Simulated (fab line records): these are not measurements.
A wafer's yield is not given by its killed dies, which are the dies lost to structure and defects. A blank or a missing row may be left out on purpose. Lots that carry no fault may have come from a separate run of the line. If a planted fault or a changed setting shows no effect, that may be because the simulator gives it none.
fab line records	flow sky130
record: lots: 6	wafers: 18	last_day: 50
route steps=708 shown VT_ADJUST_LVTN@104 VT_ADJUST_NCORE@119 PAD_OPEN@708
lots with no fault: from the same line, run without faults
start_h: hours from the record's first day to the start of the lot's first wafer shown	wait_h: how many hours have passed since the lot's step before this one	" unchanged from the row above	L1.1+2: one row covering several wafers at once	- either no value or no given start	* or withheld: withheld	< > ~ a bound
route shown NAME@n: NAME is a module with steps in the file, n the number in the route of the first one	usual: mean and standard deviation over wafers with no fault	same: alike in all rows	chamber/n: place in a boat	sites: the reading at each site	_std_site: their standard deviation	_edge_site: mean of outer sites minus mean of inner sites	radius_mm: for every site, how far away it sits from the centre of the wafer	mask NAME#n: copy n	behind: the most recent tool/chamber to have shaped the wafer	hold: why the lot went on hold/how many hours it stayed there/how the hold came to an end	device: the transistor (n, p or np) that didn't switch	end of line: the same wafers' tests at the end of the route	step lacking rows: just its recipe	killed: dies lost to structure and defects at the first sort, not the wafer's yield	map: shows each die of a wafer: x if killed, . if not, _ if none is there
set.NAME: setting as actually run; set.NAME@STEP: the setting as run at that earlier step	model.NAME: the simulator's own value behind a step, which no gauge read
lots at some steps of the route; a table a step, a row a wafer
services: when a tool's chamber went out of use (start_h, in hours from the record's first day, below 0 if earlier), for how many hours, and the reason
== steps ==
step: SKY_VT_ADJUST_LVTN_OVL_MEAS_07
usual: VT_ADJUST_LVTN_OVL: 0.2/1.4
lot.wafer	tool	chamber	start_h	wait_h	VT_ADJUST_LVTN_OVL[nm]
L456.1	overlay-02	-	189.58	-	-0.2
L456.2	"	-	"	"	-1.2
L456.5	"	-	"	"	-1.8
L460.1	overlay-01	-	219.29	-	1.8
L460.2	"	-	"	"	-0.2
L460.4	"	-	"	"	0.6
L461.2	overlay-01	-	222.08	-	-0.7
L461.3	"	-	"	"	0.4
L461.4	"	-	"	"	0.5
L462.1	overlay-01	-	228.29	-	-3.2
L462.3	"	-	"	"	-0.5
L462.4	"	-	"	"	-0.9
L464.1	overlay-02	-	241.28	-	1.6
L464.2	"	-	"	"	1.7
L464.6	"	-	"	"	2.0
L470.1	overlay-02	-	275.02	-	-1.8
L470.3	"	-	"	"	1.1
L470.5	"	-	"	"	1.1
step: SKY_VT_ADJUST_LVTN_IMPLANT_08
recipe: species: B	energy_kev: 30	dose_cm2: 1.57e+12	tilt_deg: withheld
step: SKY_VT_ADJUST_LVTN_STRIP_09
recipe: chemistry: O2/N2	power_w: 1400	pressure_mtorr: 1500	platen_temp_c: withheld	o2_flow_sccm: 3000	n2_flow_sccm: 300	overash_fraction: 0.5
usual: drypump_motor_current_A: 5.9/0.38	oes_product_au: 0.722/0.0048	strip_time_to_endpoint_s: 37.12/0.11
lot.wafer	tool	chamber	start_h	wait_h	drypump_motor_current_A	oes_product_au	rf_hours_counter_h	strip_time_to_endpoint_s
L456.1	plasma_asher-03	1	189.76	0.1	5.8	0.726	33	37.21
L456.2	"	0	"	"	6.3	0.720	33	37.12
L456.5	"	1	"	"	5.8	0.723	-	37.20
L460.1	plasma_asher-04	1	219.48	0.1	6.3	0.724	54	37.22
L460.2	"	0	"	"	5.4	0.718	54	37.23
L460.4	"	1	"	"	6.3	0.717	-	37.24
L461.2	plasma_asher-03	0	222.26	0.1	6.3	0.723	37	37.07
L461.3	"	0	"	"	6.3	0.723	-	37.20
L461.4	"	1	"	"	5.8	0.721	-	37.02
L462.1	plasma_asher-03	1	228.48	0.1	5.8	0.717	37	37.03
L462.3	"	1	"	"	5.8	0.712	-	36.92
L462.4	"	0	"	"	6.3	0.720	-	36.99
L464.1	plasma_asher-01	0	241.46	0.1	6.1	0.728	12	37.16
L464.2	"	1	"	"	5.5	0.721	12	37.19
L464.6	"	0	"	"	6.1	0.714	-	37.10
L470.1	plasma_asher-04	1	275.21	0.1	6.3	0.724	60	37.15
L470.3	"	0	"	"	5.3	0.715	-	37.02
L470.5	"	1	"	"	6.3	0.723	-	37.21
step: SKY_VT_ADJUST_LVTN_TW_MEAS_10
usual: VT_ADJUST_LVTN_TW: 239.6/1.5
lot.wafer	tool	chamber	start_h	wait_h	VT_ADJUST_LVTN_TW
L456.1	film_metro-02	-	189.86	0.1	238.9
L456.2	"	-	"	"	239.1
L456.5	"	-	"	"	238.8
L460.1	film_metro-03	-	219.58	0.1	239.6
L460.2	"	-	"	"	239.9
L460.4	"	-	"	"	241.1
L461.2	film_metro-02	-	222.37	0.1	237.9
L461.3	"	-	"	"	237.4
L461.4	"	-	"	"	238.4
L462.1	film_metro-01	-	228.58	0.1	242.6
L462.3	"	-	"	"	242.0
L462.4	"	-	"	"	243.0
L464.1	film_metro-01	-	241.56	0.1	240.4
L464.2	"	-	"	"	240.5
L464.6	"	-	"	"	240.6
L470.1	film_metro-03	-	275.31	0.1	238.8
L470.3	"	-	"	"	237.4
L470.5	"	-	"	"	238.4
step: SKY_VT_ADJUST_LVTN_DEHYDRATE_11
recipe: temp_c: 200	time_s: 60
step: SKY_VT_ADJUST_LVTN_HMDS_12
recipe: prime_time_s: 60	prime_temp_c: 120
step: SKY_VT_ADJUST_LVTN_COAT_13
recipe: resist: NOVOLAK	spin_rpm: 3000	resist_thk_nm: 1140
step: SKY_VT_ADJUST_LVTN_SOFTBAKE_14
recipe: temp_c: 90	time_s: 60	resist: NOVOLAK
step: SKY_VT_ADJUST_LVTN_EXPOSE_15
recipe: mask_id: HVN_STD_DERIVED	na: 0.6	source_shape: conventional	sigma_outer: 0.6	polarization: unpolarized	target_cd_nm: 600	dose_mj: 163
step: SKY_VT_ADJUST_LVTN_PEB_16
recipe: temp_c: withheld	time_s: *	resist: NOVOLAK
step: SKY_VT_ADJUST_LVTN_DEVELOP_17
recipe: resist: NOVOLAK	developer: TMAH	develop_time_s: 60	dev_temp_c: 23
step: SKY_VT_ADJUST_LVTN_OVL_MEAS_18
usual: VT_ADJUST_LVTN_01_OVL: 1.2/1.3
lot.wafer	tool	chamber	start_h	wait_h	VT_ADJUST_LVTN_01_OVL[nm]
L456.1	overlay-01	-	211.76	0.1	0.7
L456.2	"	-	"	"	0.8
L456.5	"	-	"	"	-0.3
L460.1	overlay-01	-	241.74	0.1	0.2
L460.2	"	-	"	"	1.3
L460.4	"	-	"	"	0.9
L461.2	overlay-02	-	244.83	0.1	0.9
L461.3	"	-	"	"	1.2
L461.4	"	-	"	"	2.5
L462.1	overlay-01	-	250.97	0.1	0.3
L462.3	"	-	"	"	0.1
L462.4	"	-	"	"	1.4
L464.1	overlay-02	-	264.82	0.1	0.6
L464.2	"	-	"	"	1.1
L464.6	"	-	"	"	3.3
L470.1	overlay-01	-	299.87	0.1	0.1
L470.3	"	-	"	"	-0.2
L470.5	"	-	"	"	0.2
step: SKY_VT_ADJUST_LVTN_IMPLANT_19
recipe: species: B	energy_kev: 30	dose_cm2: 6.5e+11	tilt_deg: withheld
usual: dose_ions_cm2: 6.497e+11/6.4e+08	faraday_current_uA: 3.66/0.076
lot.wafer	tool	chamber	start_h	wait_h	dose_ions_cm2	faraday_current_uA
L456.1	implanter-04	0	211.80	0.0	6.495e+11	3.65
L456.2	"	0	"	"	6.495e+11	3.80
L456.5	"	0	"	"	6.498e+11	3.63
L460.1	implanter-01	0	241.78	0.0	6.515e+11	3.66
L460.2	"	0	"	"	6.499e+11	3.69
L460.4	"	0	"	"	6.495e+11	3.61
L461.2	implanter-01	0	244.88	0.0	4.106e+11	2.35
L461.3	"	0	"	"	4.099e+11	2.34
L461.4	"	0	"	"	4.102e+11	2.42
L462.1	implanter-01	0	251.01	0.0	4.093e+11	2.29
L462.3	"	0	"	"	4.093e+11	2.32
L462.4	"	0	"	"	4.093e+11	2.31
L464.1	implanter-04	0	264.86	0.0	6.5e+11	3.59
L464.2	"	0	"	"	6.496e+11	3.76
L464.6	"	0	"	"	6.499e+11	3.80
L470.1	implanter-04	0	299.93	0.1	6.495e+11	3.60
L470.3	"	0	"	"	6.499e+11	3.79
L470.5	"	0	"	"	6.503e+11	3.59
step: SKY_VT_ADJUST_LVTN_STRIP_20
recipe: chemistry: O2/N2	power_w: 1400	pressure_mtorr: 1500	platen_temp_c: withheld	o2_flow_sccm: 3000	n2_flow_sccm: 300	overash_fraction: 0.5
usual: drypump_motor_current_A: 5.9/0.4	oes_product_au: 0.716/0.004	strip_time_to_endpoint_s: 14.17/0.037
lot.wafer	tool	chamber	start_h	wait_h	drypump_motor_current_A	oes_product_au	rf_hours_counter_h	strip_time_to_endpoint_s
L456.1	plasma_asher-01	1	211.95	0.1	5.4	0.716	9	14.18
L456.2	"	0	"	"	6.1	0.724	9	14.17
L456.5	"	1	"	"	5.5	0.717	-	14.17
L460.1	plasma_asher-04	1	241.93	0.1	6.3	0.719	57	14.15
L460.2	"	0	"	"	5.3	0.716	57	14.14
L460.4	"	1	"	"	6.3	0.711	-	14.10
L461.2	plasma_asher-01	0	245.01	0.1	6.1	0.705	12	14.21
L461.3	"	0	"	"	6.1	0.719	-	14.18
L461.4	"	1	"	"	5.5	0.720	-	14.19
L462.1	plasma_asher-01	0	251.16	0.1	6.1	0.714	13	14.21
L462.3	"	1	"	"	5.4	0.714	-	14.17
L462.4	"	0	"	"	6.1	0.717	-	14.20
L464.1	plasma_asher-03	1	265.01	0.1	5.8	0.717	41	14.14
L464.2	"	0	"	"	6.3	0.709	41	14.12
L464.6	"	0	"	"	6.3	0.709	-	14.09
L470.1	plasma_asher-01	0	300.08	0.1	6.1	0.711	18	14.21
L470.3	"	1	"	"	5.4	0.713	-	14.10
L470.5	"	1	"	"	5.4	0.713	-	14.14
step: SKY_VT_ADJUST_LVTN_TW_MEAS_21
usual: VT_ADJUST_LVTN_2_TW: 186.9/1.3
lot.wafer	tool	chamber	start_h	wait_h	VT_ADJUST_LVTN_2_TW
L456.1	film_metro-03	-	212.05	0.1	186.6
L456.2	"	-	"	"	186.5
L456.5	"	-	"	"	186.5
L460.1	film_metro-03	-	242.03	0.1	187.1
L460.2	"	-	"	"	186.2
L460.4	"	-	"	"	186.1
L461.2	film_metro-03	-	245.12	0.1	164.4
L461.3	"	-	"	"	163.6
L461.4	"	-	"	"	164.8
L462.1	film_metro-01	-	251.26	0.1	165.6
L462.3	"	-	"	"	164.7
L462.4	"	-	"	"	165.5
L464.1	film_metro-03	-	265.11	0.1	186.5
L464.2	"	-	"	"	186.9
L464.6	"	-	"	"	186.2
L470.1	film_metro-02	-	300.18	0.1	184.8
L470.3	"	-	"	"	185.5
L470.5	"	-	"	"	184.4
step: SKY_VT_ADJUST_NCORE_DEHYDRATE_00
recipe: temp_c: 200	time_s: 60
step: SKY_PAD_OPEN_PROBE_99
usual: killed_at_M0_to_M3: 43/6.6	killed_at_M4_up: 3.4/1.8	killed_at_contacts: 24/4.9	killed_at_front_end: 15/4.1	killed_at_other: 0.3/0.55	killed_dies: 85/8.8	killed_open: 46/6.1	killed_short: 39/5.7
same: gross_dies: 492	killed_at_back_side: 0
lot.wafer	tool	chamber	start_h	wait_h	killed_at_M0_to_M3	killed_at_M4_up	killed_at_contacts	killed_at_front_end	killed_at_other	killed_dies	killed_open	killed_short	model.etest.res_pwell_under_gate.rs_ohm_sq	model.etest.nfet_16v.drive_ua_um	model.etest.nfet_g5v0d10v5.body_rise_v	model.etest.nfet_16v.body_rise_v	model.etest.nfet_g5v0d10v5.vt_sat_v	model.etest.nfet_g5v0d10v5.vt_v	model.etest.nfet_16v.vt_v	model.etest.nfet_g5v0d10v5.vt_long_v
L456.1	prober-01	-	1121.72	0.1	46	4	27	13	1	91	49	39	2307	224.1	0.6709	0.6591	0.7557	0.8135	0.7544	0.7992
L456.2	prober-01	-	1121.77	0.1	47	2	30	13	0	92	45	45	2297	217.9	0.6892	0.68	0.7714	0.8301	0.7752	0.8173
L456.5	prober-01	-	1121.92	0.2	48	1	27	8	0	84	41	43	2294	222.4	0.673	0.6676	0.7502	0.8084	0.7582	0.7968
L460.1	prober-01	-	1145.70	0.1	47	1	30	18	0	96	49	46	2274	218.7	0.6804	0.6703	0.7564	0.8199	0.7688	0.8122
L460.2	prober-01	-	1145.75	0.1	49	5	19	13	0	86	47	39	2277	218.5	0.6824	0.6724	0.7624	0.823	0.7718	0.818
L460.4	prober-01	-	1145.85	0.2	41	3	24	12	0	80	44	35	2262	223.9	0.6701	0.6613	0.7477	0.8083	0.7618	0.8049
L461.2	prober-02	-	1149.46	0.1	35	3	31	14	0	83	49	34	2337	228.1	0.641	0.6326	0.7398	0.8023	0.7415	0.7875
L461.3	prober-02	-	1149.51	0.2	45	2	19	19	0	85	45	40	2339	227.9	0.6424	0.6361	0.7353	0.7967	0.7478	0.7921
L461.4	prober-02	-	1149.56	0.2	51	1	17	13	0	82	46	36	2346	230.6	0.6362	0.6271	0.7246	0.7837	0.7335	0.7779
L462.1	prober-01	-	1151.88	0.1	55	3	20	23	0	101	56	45	2315	225.4	0.6439	0.6324	0.7163	0.7849	0.7429	0.7872
L462.3	prober-01	-	1151.98	0.2	46	4	22	22	2	96	45	50	2312	230.6	0.6358	0.6299	0.724	0.7949	0.7471	0.7893
L462.4	prober-01	-	1152.03	0.2	48	3	18	15	1	85	36	48	2323	227.5	0.6387	0.6307	0.7231	0.7934	0.7467	0.7885
L464.1	prober-01	-	1161.23	0.1	46	0	21	17	0	84	52	32	2276	226.2	0.665	0.6559	0.7684	0.8287	0.7676	0.8137
L464.2	prober-01	-	1161.28	0.1	48	3	25	8	0	84	45	39	2278	220.8	0.6749	0.6663	0.7685	0.8306	0.7751	0.8182
L464.6	prober-01	-	1161.48	0.2	43	5	25	14	0	87	45	42	2269	225.7	0.6697	0.6609	0.7676	0.8276	0.7723	0.8189
L470.1	prober-01	-	1188.28	0.1	48	3	18	13	1	83	43	40	2282	222.6	0.6821	0.6752	0.7784	0.8356	0.7755	0.8199
L470.3	prober-01	-	1188.38	0.2	49	3	12	20	2	86	47	39	2296	220	0.6822	0.6713	0.7642	0.8216	0.7665	0.808
L470.5	prober-01	-	1188.48	0.2	44	4	15	17	1	81	44	37	2286	220.6	0.6848	0.6744	0.7696	0.831	0.7786	0.8212
killed by level:class
L456.1 CONTACT:geometric_particle:open=9 LI_CONTACT:geometric_particle:open=8 VIA1:geometric_particle:open=8 VIA1:geometric_particle:short=7 VIA2:geometric_particle:open=7 LOCAL_INTERCONNECT:geometric_particle:short=6 METAL1:geometric_particle:short=6 METAL2:geometric_particle:open=4
L456.2 VIA1:geometric_particle:open=14 LI_CONTACT:geometric_particle:open=8 CONTACT:geometric_particle:short=8 CONTACT:geometric_particle:open=8 VIA2:geometric_particle:open=7 METAL1:geometric_particle:short=5 VIA1:geometric_particle:short=5 VIA3:geometric_particle:open=5
L456.5 CONTACT:geometric_particle:open=12 METAL2:geometric_particle:short=7 VIA1:geometric_particle:open=7 VIA1:geometric_particle:short=6 LI_CONTACT:geometric_particle:open=6 VIA3:geometric_particle:open=6 METAL1:geometric_particle:short=6 LOCAL_INTERCONNECT:geometric_particle:short=5
L460.1 VIA1:geometric_particle:open=13 CONTACT:geometric_particle:open=11 LOCAL_INTERCONNECT:geometric_particle:short=8 METAL1:geometric_particle:short=7 VIA2:geometric_particle:open=7 LI_CONTACT:geometric_particle:open=6 VIA3:geometric_particle:open=5 FIELD_ISO:geometric_particle:short=4
L460.2 VIA3:geometric_particle:open=10 METAL1:geometric_particle:short=7 VIA1:geometric_particle:open=7 LI_CONTACT:geometric_particle:open=6 VIA2:geometric_particle:open=6 VIA3:geometric_particle:short=5 CONTACT:geometric_particle:open=5 CONTACT:geometric_particle:short=4
L460.4 VIA1:geometric_particle:open=9 LI_CONTACT:geometric_particle:open=8 CONTACT:geometric_particle:open=7 VIA3:geometric_particle:open=6 VIA2:geometric_particle:open=6 VIA1:geometric_particle:short=5 METAL1:geometric_particle:short=5 POLY_GATE:geometric_particle:open=4
L461.2 VIA1:geometric_particle:open=12 CONTACT:geometric_particle:open=11 LI_CONTACT:geometric_particle:open=8 LOCAL_INTERCONNECT:geometric_particle:short=8 VIA2:geometric_particle:open=6 METAL1:geometric_particle:short=5 VIA3:geometric_particle:open=5 FIELD_ISO:geometric_particle:open=3
L461.3 VIA1:geometric_particle:open=13 METAL1:geometric_particle:short=7 FIELD_ISO:geometric_particle:open=6 LOCAL_INTERCONNECT:geometric_particle:short=6 VIA3:geometric_particle:short=5 VIA2:geometric_particle:open=5 CONTACT:geometric_particle:open=5 VIA3:geometric_particle:open=5
L461.4 VIA1:geometric_particle:open=16 VIA2:geometric_particle:open=9 METAL2:geometric_particle:short=9 METAL1:geometric_particle:short=6 CONTACT:geometric_particle:open=5 LI_CONTACT:geometric_particle:open=5 VIA3:geometric_particle:open=5 FIELD_ISO:geometric_particle:short=4
L462.1 VIA1:geometric_particle:open=11 METAL2:geometric_particle:short=10 LI_CONTACT:geometric_particle:open=9 VIA3:geometric_particle:open=8 POLY_GATE:geometric_particle:open=7 VIA2:geometric_particle:open=7 FIELD_ISO:geometric_particle:open=6 SPACER:geometric_particle:short=5
L462.3 VIA1:geometric_particle:open=9 METAL1:geometric_particle:short=7 FIELD_ISO:geometric_particle:open=5 LOCAL_INTERCONNECT:geometric_particle:short=5 VIA1:geometric_particle:short=5 VIA3:geometric_particle:short=5 VIA3:geometric_particle:open=5 FIELD_ISO:geometric_particle:short=4
L462.4 METAL1:geometric_particle:short=10 METAL2:geometric_particle:short=8 VIA2:geometric_particle:open=8 VIA1:geometric_particle:short=7 CONTACT:geometric_particle:open=6 LOCAL_INTERCONNECT:geometric_particle:short=5 VIA1:geometric_particle:open=5 POLY_GATE:geometric_particle:open=4
L464.1 CONTACT:geometric_particle:open=12 VIA2:geometric_particle:open=11 VIA1:geometric_particle:open=8 METAL1:geometric_particle:short=6 FIELD_ISO:geometric_particle:open=5 POLY_GATE:geometric_particle:open=5 LOCAL_INTERCONNECT:geometric_particle:short=4 VIA2:geometric_particle:short=4
L464.2 LI_CONTACT:geometric_particle:open=11 METAL1:geometric_particle:short=7 VIA1:geometric_particle:short=7 VIA1:geometric_particle:open=7 CONTACT:geometric_particle:open=6 METAL2:geometric_particle:short=6 VIA3:geometric_particle:open=6 VIA2:geometric_particle:open=5
L464.6 VIA1:geometric_particle:open=11 CONTACT:geometric_particle:open=8 VIA2:geometric_particle:open=7 CONTACT:geometric_particle:short=6 METAL1:geometric_particle:short=6 METAL2:geometric_particle:short=6 POLY_GATE:geometric_particle:open=5 LOCAL_INTERCONNECT:geometric_particle:short=5
L470.1 VIA1:geometric_particle:open=11 METAL2:geometric_particle:short=8 POLY_GATE:geometric_particle:open=7 VIA1:geometric_particle:short=6 CONTACT:geometric_particle:open=6 CONTACT:geometric_particle:short=5 VIA2:geometric_particle:open=5 VIA3:geometric_particle:open=5
L470.3 VIA3:geometric_particle:open=11 METAL2:geometric_particle:short=10 VIA2:geometric_particle:open=9 VIA1:geometric_particle:open=7 FIELD_ISO:geometric_particle:open=5 FIELD_ISO:geometric_particle:short=5 CONTACT:geometric_particle:open=5 METAL3:geometric_particle:short=4
L470.5 VIA1:geometric_particle:open=11 VIA2:geometric_particle:open=8 FIELD_ISO:geometric_particle:open=5 FIELD_ISO:geometric_particle:short=5 LI_CONTACT:geometric_particle:open=5 METAL1:geometric_particle:short=5 CONTACT:geometric_particle:short=5 VIA2:geometric_particle:short=5
== services ==
tool	chamber	start_h	hours	kind
implanter-04	-	167.36	1.0	repair
implanter-01	-	252.78	1.9	repair
implanter-01	-	258.27	5.5	pm
implanter-04	-	269.60	2.3	repair
plasma_asher-03	-	288.97	14.6	pm
== key ==
first_sign: step: SKY_VT_ADJUST_LVTN_IMPLANT_19	reading: dose_ions_cm2	direction: down	sigmas: 99+	usual: *	struck: *
effect: step: SKY_VT_ADJUST_LVTN_IMPLANT_19	reading: faraday_current_uA	direction: down	sigmas: 17	usual: 3.66	struck: 2.34
effect: step: SKY_VT_ADJUST_LVTN_TW_MEAS_21	reading: VT_ADJUST_LVTN_2_TW	direction: down	sigmas: 18	usual: 186.9	struck: 164.8
model_effect: step: SKY_PAD_OPEN_PROBE_99	value: etest.res_pwell_under_gate.rs_ohm_sq	without: 2283	struck: 2329
met_at SKY_VT_ADJUST_LVTN_IMPLANT_19
struck_wafers L461.2,L461.3,L461.4,L462.1,L462.3,L462.4
tester_left_out L461,L462
onset_between 241.78 244.88
fault: kind: process_parameter_drift	tool: implanter-01	chamber: -	onset_h: 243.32	steps: SKY_VT_ADJUST_LVTN_IMPLANT_19	channel: dose_cm2	offset: *	shape: step	end_h: 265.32	acts_in: *	stated: *
tester_left_out: of these lots the tester's yield and bins aren't shown, on N5 and GAA mostly nor the transistor test; their killed dies are dies lost to structure and defects alone, not to doping, threshold or leakage, so they don't give the yield
